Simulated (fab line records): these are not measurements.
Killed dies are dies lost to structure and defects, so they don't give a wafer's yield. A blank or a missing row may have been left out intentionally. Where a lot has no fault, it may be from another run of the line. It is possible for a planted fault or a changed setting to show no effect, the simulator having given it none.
fab line records	flow sky130
record: lots: 24	wafers: 72	last_day: 50
route steps=708 shown VIA1@471 CAP2M@603 VIA4@651 METAL5@661
lots that met no fault: from a run of the same line without faults
start_h: start of the lot's first displayed wafer, in hours after the record's first day	wait_h: hours since the lot's step before	" identical to the entry in the row above	L1.1+2: a row that stands for several wafers	- no value, or no start given	* or withheld: withheld	< > ~ a bound
route shown NAME@n: NAME is a module with steps in the file, n the number in the route of the first one	usual: the fault-free wafers' mean and standard deviation	same: alike in all rows	chamber/n: place in a boat	sites: readings site by site	_std_site: standard deviation of those values	_edge_site: outer sites' mean less inner sites'	radius_mm: how far each site lies from the wafer's centre	mask NAME#n: copy n	behind: the tool/chamber that last shaped the wafer	hold: why the lot went on hold/how many hours it stayed there/how the hold came to an end	device: which transistor (n, p or np) failed to switch	end of line: tests run on the same wafers once the route is complete	a step with no rows: only its recipe	killed: at the first sort, the dies lost to defects and structure; wafer yield is something else	map: the dies of a wafer, with x for killed, . for not killed, _ for no die there
set.NAME: the setting the step ran with; set.NAME@STEP: the setting that earlier step ran with	model.NAME: the simulator's own value behind a step, which no gauge read
a sample of lots followed through the steps of the route, with each step as a table and each wafer as a row
services: a tool's chamber out of use, with start hour (start_h, from the record's first day; less than 0 if before it), hours out, and reason
== steps ==
step: SKY_VIA1_OVL_MEAS_13
usual: VIA1_OVL: 3/5.5
lot.wafer	tool	chamber	start_h	wait_h	VIA1_OVL[nm]
L074.1	overlay-01	-	797.62	0.1	0
L074.3	"	-	"	"	-3
L074.5	"	-	"	"	1
L075.2	overlay-01	-	806.58	0.1	6
L075.4	"	-	"	"	7
L075.6	"	-	"	"	7
L076.1	overlay-02	-	813.37	0.1	-1
L076.4	"	-	"	"	4
L076.6	"	-	"	"	3
L078.4	overlay-01	-	823.83	0.1	-14
L078.5	"	-	"	"	-5
L078.6	"	-	"	"	-9
L077.1	overlay-02	-	826.16	0.1	-6
L077.2	"	-	"	"	-8
L077.5	"	-	"	"	-4
L080.1	overlay-01	-	834.56	0.1	9
L080.2	"	-	"	"	4
L080.3	"	-	"	"	2
L079.1	overlay-01	-	834.91	0.1	-7
L079.4	"	-	"	"	4
L079.5	"	-	"	"	2
L081.2	overlay-01	-	846.93	0.1	18
L081.4	"	-	"	"	1
L081.6	"	-	"	"	6
L082.2	overlay-02	-	850.13	0.1	2
L082.3	"	-	"	"	10
L082.4	"	-	"	"	1
L083.1	overlay-01	-	860.16	0.1	7
L083.2	"	-	"	"	8
L083.5	"	-	"	"	2
L084.2	overlay-02	-	875.33	0.1	6
L084.5	"	-	"	"	2
L084.6	"	-	"	"	1
L085.2	overlay-02	-	880.08	0.1	9
L085.3	"	-	"	"	1
L085.4	"	-	"	"	4
L086.1	overlay-02	-	887.67	0.1	3
L086.2	"	-	"	"	4
L086.5	"	-	"	"	5
L087.1	overlay-02	-	899.67	0.1	3
L087.3	"	-	"	"	9
L087.5	"	-	"	"	-1
L088.2	overlay-02	-	902.47	0.1	7
L088.4	"	-	"	"	3
L088.5	"	-	"	"	0
L089.1	overlay-01	-	906.37	0.1	4
L089.2	"	-	"	"	5
L089.4	"	-	"	"	5
L090.1	overlay-02	-	916.71	0.1	10
L090.3	"	-	"	"	6
L090.6	"	-	"	"	5
L091.2	overlay-01	-	921.83	0.1	8
L091.3	"	-	"	"	2
L091.6	"	-	"	"	2
L093.1	overlay-01	-	937.68	0.1	6
L093.3	"	-	"	"	5
L093.4	"	-	"	"	2
L092.1	overlay-02	-	938.83	0.1	-3
L092.4	"	-	"	"	-5
L092.5	"	-	"	"	-7
L094.2	overlay-02	-	939.72	0.1	0
L094.3	"	-	"	"	7
L094.6	"	-	"	"	-2
L095.1	overlay-02	-	940.77	0.1	6
L095.3	"	-	"	"	8
L095.5	"	-	"	"	-2
L096.2	overlay-02	-	950.78	0.1	7
L096.3	"	-	"	"	15
L096.5	"	-	"	"	8
L097.1	overlay-01	-	960.18	0.1	4
L097.2	"	-	"	"	10
L097.3	"	-	"	"	12
step: SKY_CAP2M_CVD_00
recipe: material: SiO2	target_thk_nm: 15.5	temp_c: 400	time_s: withheld	rf_w: 450
usual: heater_power_w: 747/140	rf_fwd_power_W: 442.1/2.4
lot.wafer	tool	chamber	start_h	wait_h	heater_power_w	rf_fwd_power_W
L074.1	pecvd-04	2	934.03	0.0	734	439.3
L074.3	"	1	"	"	973	439.0
L074.5	"	1	"	"	978	439.5
L075.2	pecvd-02	2	941.48	0.0	741	442.3
L075.4	"	0	"	"	608	443.3
L075.6	"	1	"	"	700	440.0
L076.1	pecvd-03	1	947.82	0.0	541	438.5
L076.4	"	1	"	"	551	439.8
L076.6	"	0	"	"	777	440.0
L078.4	pecvd-02	2	959.39	0.0	684	443.7
L078.5	"	0	"	"	620	442.1
L078.6	"	1	"	"	697	443.0
L077.1	pecvd-04	2	961.07	0.0	733	436.8
L077.2	"	1	"	"	897	438.2
L077.5	"	0	"	"	617	441.7
L080.1	pecvd-04	1	968.95	0.0	996	438.6
L080.2	"	0	"	"	586	442.2
L080.3	"	2	"	"	729	440.1
L079.1	pecvd-03	1	969.71	0.0	656	440.5
L079.4	"	1	"	"	630	440.0
L079.5	"	0	"	"	746	437.1
L081.2	pecvd-03	2	979.18	0.0	1124	446.2
L081.4	"	1	"	"	532	438.9
L081.6	"	0	"	"	759	441.0
L082.2	pecvd-02	0	984.94	0.0	595	444.2
L082.3	"	1	"	"	655	442.8
L082.4	"	1	"	"	659	442.3
L083.1	pecvd-03	2	992.54	0.0	926	444.1
L083.2	"	1	"	"	656	438.2
L083.5	"	2	"	"	933	444.5
L084.2	pecvd-03	0	1003.55	0.0	822	439.6
L084.5	"	0	"	"	847	441.0
L084.6	"	2	"	"	965	445.3
L085.2	pecvd-02	1	1010.69	0.0	678	442.9
L085.3	"	0	"	"	619	445.5
L085.4	"	1	"	"	673	442.1
L086.1	pecvd-02	2	1016.83	0.0	770	441.2
L086.2	"	1	"	"	621	441.9
L086.5	"	2	"	"	772	442.8
L087.1	pecvd-03	0	1026.05	0.0	844	440.1
L087.3	"	2	"	"	1032	446.5
L087.5	"	0	"	"	785	441.1
L088.2	pecvd-02	1	1027.97	0.0	627	439.8
L088.4	"	2	"	"	790	442.2
L088.5	"	1	"	"	593	441.4
L089.1	pecvd-02	2	1034.48	0.0	760	444.2
L089.2	"	0	"	"	597	441.6
L089.4	"	1	"	"	737	443.5
L090.1	pecvd-03	0	1044.48	0.0	836	439.9
L090.3	"	2	"	"	1090	447.0
L090.6	"	1	"	"	667	440.1
L091.2	pecvd-02	2	1049.28	0.0	763	444.6
L091.3	"	0	"	"	637	442.9
L091.6	"	2	"	"	761	445.1
L093.1	pecvd-02	1	1061.83	0.0	752	441.5
L093.3	"	2	"	"	696	445.3
L093.4	"	1	"	"	730	442.3
L092.1	pecvd-02	2	1064.06	0.0	756	445.1
L092.4	"	1	"	"	696	441.1
L092.5	"	2	"	"	739	445.6
L094.2	pecvd-03	2	1065.91	0.0	913	445.2
L094.3	"	1	"	"	670	439.4
L094.6	"	0	"	"	815	439.8
L095.1	pecvd-02	2	1066.21	0.0	752	443.5
L095.3	"	1	"	"	713	442.2
L095.5	"	1	"	"	692	443.8
L096.2	pecvd-02	2	1074.43	0.0	696	442.9
L096.3	"	1	"	"	644	440.6
L096.5	"	1	"	"	623	441.3
L097.1	pecvd-04	1	1081.93	0.0	948	439.1
L097.2	"	2	"	"	684	438.8
L097.3	"	0	"	"	611	442.6
step: SKY_VIA4_ETCH_12
recipe: target: SiO2	chemistry: C4F8/O2/Ar	stop_on: TiN	mask_material: NOVOLAK	source_w: 1500	bias_w: 1200	pressure_mtorr: 40	c4f8_flow_sccm: withheld	O2_flow_sccm: 6	Ar_flow_sccm: 300	time_s: withheld	target_depth_a: 5800
usual: bias_w: 1199/3.9	oes_product_au: 0.927/0.0044	rf_fwd_power_W: 1493/4.4
lot.wafer	tool	chamber	start_h	wait_h	bias_w	oes_product_au	rf_fwd_power_W
L074.1	rie_diel-04	0	1006.98	0.0	1195	0.931	1493
L074.3	"	3	"	"	1206	0.932	1485
L074.5	"	3	"	"	1210	0.926	1488
L075.2	rie_diel-03	3	1014.54	0.0	1195	0.931	1494
L075.4	"	2	"	"	1201	0.924	1495
L075.6	"	0	"	"	1196	0.923	1488
L076.1	rie_diel-02	1	1018.89	0.0	1199	0.929	1495
L076.4	"	3	"	"	1195	0.922	1492
L076.6	"	0	"	"	1201	0.924	1492
L078.4	rie_diel-02	1	1030.99	0.0	1199	0.920	1499
L078.5	"	2	"	"	1202	0.925	1494
L078.6	"	1	"	"	1202	0.915	1496
L077.1	rie_diel-02	3	1033.29	0.0	1196	0.927	1500
L077.2	"	1	"	"	1197	0.928	1493
L077.5	"	1	"	"	1202	0.928	1494
L080.1	rie_diel-02	0	1041.29	0.0	1201	0.922	1494
L080.2	"	3	"	"	1201	0.930	1481
L080.3	"	2	"	"	1204	0.923	1496
L079.1	rie_diel-02	3	1042.19	0.0	1195	0.931	1493
L079.4	"	0	"	"	1200	0.933	1497
L079.5	"	2	"	"	1205	0.928	1497
L081.2	rie_diel-02	1	1049.84	0.0	1197	0.935	1495
L081.4	"	2	"	"	1202	0.924	1489
L081.6	"	3	"	"	1201	0.925	1495
L082.2	rie_diel-02	0	1055.14	0.0	1200	0.921	1490
L082.3	"	3	"	"	1200	0.936	1491
L082.4	"	3	"	"	1200	0.922	1500
L083.1	rie_diel-02	3	1063.13	0.0	1200	0.926	1494
L083.2	"	1	"	"	1195	0.923	1499
L083.5	"	3	"	"	1198	0.925	1493
L084.2	rie_diel-03	2	1073.09	0.0	1196	0.929	1500
L084.5	"	1	"	"	1199	0.922	1491
L084.6	"	2	"	"	1200	0.933	1497
L085.2	rie_diel-02	1	1079.34	0.0	1192	0.933	1497
L085.3	"	3	"	"	1205	0.925	1493
L085.4	"	0	"	"	1194	0.931	1502
L086.1	rie_diel-02	2	1086.73	0.0	1203	0.927	1487
L086.2	"	0	"	"	1204	0.930	1503
L086.5	"	3	"	"	1205	0.922	1495
L087.1	rie_diel-03	2	1094.09	0.0	1200	0.926	1497
L087.3	"	3	"	"	1195	0.928	1490
L087.5	"	0	"	"	1195	0.930	1488
L088.2	rie_diel-02	1	1095.19	0.0	1199	0.923	1495
L088.4	"	0	"	"	1195	0.923	1499
L088.5	"	2	"	"	1199	0.928	1501
L089.1	rie_diel-03	0	1101.33	0.0	1197	0.927	1493
L089.2	"	2	"	"	1196	0.929	1495
L089.4	"	0	"	"	1192	0.933	1491
L090.1	rie_diel-03	2	1110.79	0.0	1202	0.923	1493
L090.3	"	1	"	"	1193	0.928	1499
L090.6	"	1	"	"	1195	0.922	1495
L091.2	rie_diel-02	1	1115.69	0.0	1202	0.935	1492
L091.3	"	2	"	"	1206	0.928	1489
L091.6	"	0	"	"	1206	0.928	1494
L093.1	rie_diel-03	1	1125.44	0.0	1196	0.921	1500
L093.3	"	2	"	"	1206	0.928	1488
L093.4	"	0	"	"	1192	0.928	1490
L092.1	rie_diel-02	1	1128.04	0.0	1201	0.930	1497
L092.4	"	0	"	"	1209	0.931	1492
L092.5	"	2	"	"	1200	0.925	1498
L094.2	rie_diel-04	2	1129.64	0.0	1194	0.923	1483
L094.3	"	3	"	"	1194	0.936	1487
L094.6	"	2	"	"	1197	0.920	1492
L095.1	rie_diel-02	1	1130.29	0.0	1201	0.929	1488
L095.3	"	0	"	"	1198	0.919	1501
L095.5	"	1	"	"	1202	0.917	1490
L096.2	rie_diel-04	1	1137.39	0.0	1202	0.930	1496
L096.3	"	3	"	"	1198	0.916	1492
L096.5	"	2	"	"	1197	0.923	1494
L097.1	rie_diel-02	0	1143.04	0.0	1197	0.916	1495
L097.2	"	2	"	"	1201	0.931	1491
L097.3	"	1	"	"	1199	0.929	1493
step: SKY_VIA4_SPUTTER_17
recipe: material: TiN	target_thk_nm: 20	chamber_pressure_pa: 5	power_w: 4000	time_s: 80
usual: throttle_valve_pct: 30.2/0.96
same: time_s: 80
lot.wafer	tool	chamber	start_h	wait_h	throttle_valve_pct
L074.1	pvd_sputter-02	-	1007.65	0.0	29.8
L074.3	"	-	"	"	29.5
L074.5	"	-	"	"	28.9
L075.2	pvd_sputter-04	-	1015.35	0.0	30.8
L075.4	"	-	"	"	31.1
L075.6	"	-	"	"	30.5
L076.1	pvd_sputter-03	-	1019.55	0.0	31.0
L076.4	"	-	"	"	31.7
L076.6	"	-	"	"	30.7
L078.4	pvd_sputter-04	-	1031.66	0.0	30.9
L078.5	"	-	"	"	28.8
L078.6	"	-	"	"	30.6
L077.1	pvd_sputter-02	-	1033.95	0.0	29.8
L077.2	"	-	"	"	29.0
L077.5	"	-	"	"	29.2
L080.1	pvd_sputter-02	-	1041.99	0.0	28.9
L080.2	"	-	"	"	29.5
L080.3	"	-	"	"	29.8
L079.1	pvd_sputter-04	-	1042.86	0.0	30.7
L079.4	"	-	"	"	29.3
L079.5	"	-	"	"	31.0
L081.2	pvd_sputter-04	-	1050.51	0.0	30.7
L081.4	"	-	"	"	30.7
L081.6	"	-	"	"	29.3
L082.2	pvd_sputter-03	-	1055.80	0.0	31.0
L082.3	"	-	"	"	31.5
L082.4	"	-	"	"	31.7
L083.1	pvd_sputter-04	-	1063.84	0.0	30.7
L083.2	"	-	"	"	31.3
L083.5	"	-	"	"	31.0
L084.2	pvd_sputter-02	-	1073.76	0.0	29.3
L084.5	"	-	"	"	29.5
L084.6	"	-	"	"	28.8
L085.2	pvd_sputter-02	-	1080.06	0.0	28.8
L085.3	"	-	"	"	29.7
L085.4	"	-	"	"	29.7
L086.1	pvd_sputter-03	-	1087.40	0.0	30.9
L086.2	"	-	"	"	31.6
L086.5	"	-	"	"	31.7
L087.1	pvd_sputter-03	-	1094.75	0.0	31.6
L087.3	"	-	"	"	30.8
L087.5	"	-	"	"	30.7
L088.2	pvd_sputter-02	-	1095.89	0.0	28.8
L088.4	"	-	"	"	29.1
L088.5	"	-	"	"	29.0
L089.1	pvd_sputter-02	-	1102.00	0.0	29.6
L089.2	"	-	"	"	29.4
L089.4	"	-	"	"	29.2
L090.1	pvd_sputter-02	-	1111.46	0.0	29.9
L090.3	"	-	"	"	29.3
L090.6	"	-	"	"	29.7
L091.2	pvd_sputter-03	-	1116.36	0.0	31.7
L091.3	"	-	"	"	30.7
L091.6	"	-	"	"	31.0
L093.1	pvd_sputter-04	-	1126.12	0.0	30.6
L093.3	"	-	"	"	30.7
L093.4	"	-	"	"	29.2
L092.1	pvd_sputter-04	-	1128.74	0.0	30.9
L092.4	"	-	"	"	30.5
L092.5	"	-	"	"	29.5
L094.2	pvd_sputter-04	-	1130.34	0.0	29.2
L094.3	"	-	"	"	30.6
L094.6	"	-	"	"	30.8
L095.1	pvd_sputter-03	-	1130.97	0.0	31.7
L095.3	"	-	"	"	30.9
L095.5	"	-	"	"	31.8
L096.2	pvd_sputter-04	-	1138.06	0.0	30.8
L096.3	"	-	"	"	30.8
L096.5	"	-	"	"	30.7
L097.1	pvd_sputter-02	-	1143.71	0.0	29.7
L097.2	"	-	"	"	29.1
L097.3	"	-	"	"	29.7
step: SKY_METAL5_SPUTTER_00
recipe: material: Ti	target_thk_nm: 15	power_w: 3000	time_s: 10	chamber_pressure_pa: 0.4
usual: throttle_valve_pct: 30.5/0.93
same: time_s: 10
lot.wafer	tool	chamber	start_h	wait_h	throttle_valve_pct
L074.1	pvd_sputter-01	-	1008.34	0.1	30.7
L074.3	"	-	"	"	29.6
L074.5	"	-	"	"	29.9
L075.2	pvd_sputter-03	-	1016.04	0.1	31.6
L075.4	"	-	"	"	31.5
L075.6	"	-	"	"	31.8
L076.1	pvd_sputter-01	-	1020.25	0.2	28.7
L076.4	"	-	"	"	30.7
L076.6	"	-	"	"	30.5
L078.4	pvd_sputter-03	-	1032.36	0.2	31.4
L078.5	"	-	"	"	31.0
L078.6	"	-	"	"	31.8
L077.1	pvd_sputter-01	-	1034.65	0.2	29.8
L077.2	"	-	"	"	28.4
L077.5	"	-	"	"	29.8
L080.1	pvd_sputter-03	-	1042.68	0.2	31.7
L080.2	"	-	"	"	31.0
L080.3	"	-	"	"	31.1
L079.1	pvd_sputter-04	-	1043.84	0.2	30.9
L079.4	"	-	"	"	30.7
L079.5	"	-	"	"	31.3
L081.2	pvd_sputter-01	-	1051.20	0.2	30.4
L081.4	"	-	"	"	28.7
L081.6	"	-	"	"	30.6
L082.2	pvd_sputter-03	-	1056.50	0.1	31.0
L082.3	"	-	"	"	30.4
L082.4	"	-	"	"	31.7
L083.1	pvd_sputter-01	-	1064.53	0.2	29.6
L083.2	"	-	"	"	30.5
L083.5	"	-	"	"	28.5
L084.2	pvd_sputter-04	-	1074.46	0.2	30.6
L084.5	"	-	"	"	31.0
L084.6	"	-	"	"	29.4
L085.2	pvd_sputter-04	-	1080.76	0.1	30.5
L085.3	"	-	"	"	30.7
L085.4	"	-	"	"	29.0
L086.1	pvd_sputter-01	-	1088.59	0.1	29.7
L086.2	"	-	"	"	30.5
L086.5	"	-	"	"	29.8
L087.1	pvd_sputter-01	-	1095.48	0.2	29.5
L087.3	"	-	"	"	29.9
L087.5	"	-	"	"	29.8
L088.2	pvd_sputter-03	-	1096.59	0.2	31.6
L088.4	"	-	"	"	31.9
L088.5	"	-	"	"	31.9
L089.1	pvd_sputter-01	-	1102.94	0.1	29.7
L089.2	"	-	"	"	28.9
L089.4	"	-	"	"	29.9
L090.1	pvd_sputter-03	-	1112.15	0.1	31.7
L090.3	"	-	"	"	31.3
L090.6	"	-	"	"	31.6
L091.2	pvd_sputter-03	-	1117.12	0.2	30.6
L091.3	"	-	"	"	31.9
L091.6	"	-	"	"	30.8
L093.1	pvd_sputter-03	-	1126.81	0.2	30.3
L093.3	"	-	"	"	31.6
L093.4	"	-	"	"	31.7
L092.1	pvd_sputter-04	-	1129.44	0.1	29.0
L092.4	"	-	"	"	30.7
L092.5	"	-	"	"	30.6
L094.2	pvd_sputter-01	-	1131.12	0.1	28.7
L094.3	"	-	"	"	30.3
L094.6	"	-	"	"	28.7
L095.1	pvd_sputter-04	-	1132.02	0.2	30.9
L095.3	"	-	"	"	29.3
L095.5	"	-	"	"	30.7
L096.2	pvd_sputter-04	-	1138.75	0.2	29.2
L096.3	"	-	"	"	31.0
L096.5	"	-	"	"	30.7
L097.1	pvd_sputter-04	-	1144.56	0.1	30.4
L097.2	"	-	"	"	30.7
L097.3	"	-	"	"	29.0
step: SKY_METAL5_DESCUM_14
recipe: chemistry: O2	source_power_w: 150	bias_power_w: 0	pressure_mtorr: 10	temp_c: 40	time_s: 11
usual: drypump_motor_current_A: 5.7/0.52	oes_product_au: 1.002/0.0076	rf_fwd_power_W: 147.3/0.83
same: time_s: 11
lot.wafer	tool	chamber	start_h	wait_h	drypump_motor_current_A	oes_product_au	rf_fwd_power_W	rf_hours_counter_h
L074.1	rie_metal-02	0	1031.06	0.1	6.4	1.002	148.6	19
L074.3	"	1	"	"	5.5	0.993	148.5	-
L074.5	"	0	"	"	6.3	1.003	147.9	-
L075.2	rie_metal-04	1	1038.70	0.1	6.0	1.002	146.9	12
L075.4	"	0	"	"	6.5	1.020	147.0	-
L075.6	"	1	"	"	6.0	0.998	146.4	-
L076.1	rie_metal-01	0	1043.11	0.1	4.9	0.999	147.0	15
L076.4	"	0	"	"	4.9	0.999	146.9	-
L076.6	"	1	"	"	5.7	0.995	147.0	-
L078.4	rie_metal-01	0	1054.22	0.1	4.9	0.987	145.5	-
L078.5	"	0	"	"	4.8	1.005	146.1	-
L078.6	"	1	"	"	5.7	1.004	146.6	-
L077.1	rie_metal-02	1	1057.51	0.1	5.5	1.005	148.2	10
L077.2	"	0	"	"	6.3	0.999	148.1	20
L077.5	"	0	"	"	6.4	0.996	147.9	-
L080.1	rie_metal-02	1	1064.76	0.1	5.5	1.003	147.9	11
L080.2	"	0	"	"	6.4	1.001	147.7	21
L080.3	"	1	"	"	5.4	1.002	148.0	-
L079.1	rie_metal-01	1	1066.26	0.1	5.7	1.002	147.0	18
L079.4	"	1	"	"	5.7	0.999	147.1	-
L079.5	"	1	"	"	5.7	0.999	147.4	-
L081.2	rie_metal-02	1	1072.41	0.1	5.4	0.993	148.4	12
L081.4	"	0	"	"	6.4	0.996	147.6	-
L081.6	"	0	"	"	6.4	1.012	147.2	-
L082.2	rie_metal-02	1	1077.91	0.1	5.5	1.001	148.0	12
L082.3	"	0	"	"	6.3	0.999	146.8	-
L082.4	"	1	"	"	5.5	1.006	147.1	-
L083.1	rie_metal-01	1	1086.05	0.1	5.7	1.015	148.2	20
L083.2	"	0	"	"	4.9	0.995	146.2	18
L083.5	"	1	"	"	5.7	1.005	147.2	-
L084.2	rie_metal-02	0	1095.06	0.1	6.4	1.005	148.1	24
L084.5	"	1	"	"	5.5	1.007	148.3	-
L084.6	"	0	"	"	6.3	1.000	147.8	-
L085.2	rie_metal-01	0	1100.86	0.1	4.9	0.995	147.0	19
L085.3	"	0	"	"	4.9	0.996	146.1	-
L085.4	"	1	"	"	5.7	1.011	147.2	-
L086.1	rie_metal-02	0	1109.06	0.1	6.4	1.003	148.1	25
L086.2	"	1	"	"	5.5	0.997	148.2	15
L086.5	"	0	"	"	6.4	1.006	147.7	-
L087.1	rie_metal-04	1	1116.31	0.1	6.0	1.011	147.0	17
L087.3	"	0	"	"	6.5	1.027	147.5	-
L087.5	"	0	"	"	6.5	1.024	147.9	-
L088.2	rie_metal-01	1	1117.61	0.1	5.7	0.999	147.7	23
L088.4	"	0	"	"	4.9	0.997	146.8	-
L088.5	"	1	"	"	5.7	1.001	146.4	-
L089.1	rie_metal-01	1	1123.05	0.1	5.7	0.998	147.2	23
L089.2	"	0	"	"	4.8	0.982	146.4	21
L089.4	"	0	"	"	4.9	1.002	146.3	-
L090.1	rie_metal-02	1	1131.76	0.1	5.5	1.012	148.3	17
L090.3	"	1	"	"	5.5	1.001	148.2	-
L090.6	"	1	"	"	5.5	1.004	148.3	-
L091.2	rie_metal-04	0	1136.41	0.1	6.4	1.007	149.1	27
L091.3	"	1	"	"	5.9	1.005	146.3	-
L091.6	"	1	"	"	5.9	0.995	147.0	-
L093.1	rie_metal-04	0	1144.51	0.1	6.5	1.006	148.3	27
L093.3	"	0	"	"	6.5	1.004	147.3	-
L093.4	"	1	"	"	6.0	1.009	146.9	-
L092.1	rie_metal-01	1	1148.16	0.1	5.7	0.992	146.8	24
L092.4	"	0	"	"	4.9	0.998	146.4	-
L092.5	"	0	"	"	4.8	1.003	146.8	-
L094.2	rie_metal-04	1	1149.72	0.1	6.0	1.016	146.3	-
L094.3	"	1	"	"	5.9	1.018	146.3	-
L094.6	"	1	"	"	5.9	1.015	146.2	-
L095.1	rie_metal-04	1	1150.96	0.1	5.9	1.008	146.6	21
L095.3	"	1	"	"	5.9	1.006	146.2	-
L095.5	"	1	"	"	5.9	1.005	146.9	-
L096.2	rie_metal-01	1	1157.51	0.1	5.7	1.000	147.7	26
L096.3	"	1	"	"	5.7	0.995	147.6	-
L096.5	"	1	"	"	5.7	1.003	147.2	-
L097.1	rie_metal-02	1	1162.41	0.1	5.5	1.008	148.2	21
L097.2	"	0	"	"	6.3	1.001	147.4	29
L097.3	"	1	"	"	5.5	1.006	148.1	-
== services ==
tool	chamber	start_h	hours	kind
rie_metal-01	-	912.37	2.8	pm
rie_diel-02	0	913.73	2.1	repair
rie_metal-01	-	920.22	0.5	repair
pecvd-04	-	929.63	2.8	pm
pvd_sputter-03	-	940.61	5.2	repair
pvd_sputter-03	-	944.92	1.8	repair
pecvd-04	-	966.97	1.6	repair
rie_diel-02	-	994.60	15.6	pm
rie_diel-02	2	1014.01	16.6	repair
rie_diel-03	-	1024.52	15.6	pm
rie_diel-03	0	1040.67	4.8	repair
rie_diel-03	1	1042.71	4.4	repair
rie_diel-03	-	1047.35	0.5	repair
pvd_sputter-02	-	1050.95	0.7	repair
pvd_sputter-04	-	1053.14	3.7	repair
rie_diel-02	2	1054.09	2.6	repair
rie_diel-03	-	1082.09	0.4	repair
rie_diel-03	1	1088.08	15.1	repair
rie_diel-02	-	1096.31	1.3	repair
rie_metal-04	-	1108.81	1.4	pm
rie_metal-02	0	1124.41	9.4	repair
pvd_sputter-03	-	1127.05	0.6	repair
pvd_sputter-03	-	1142.84	1.0	repair
rie_diel-02	2	1148.53	14.4	repair
== key ==
fault none
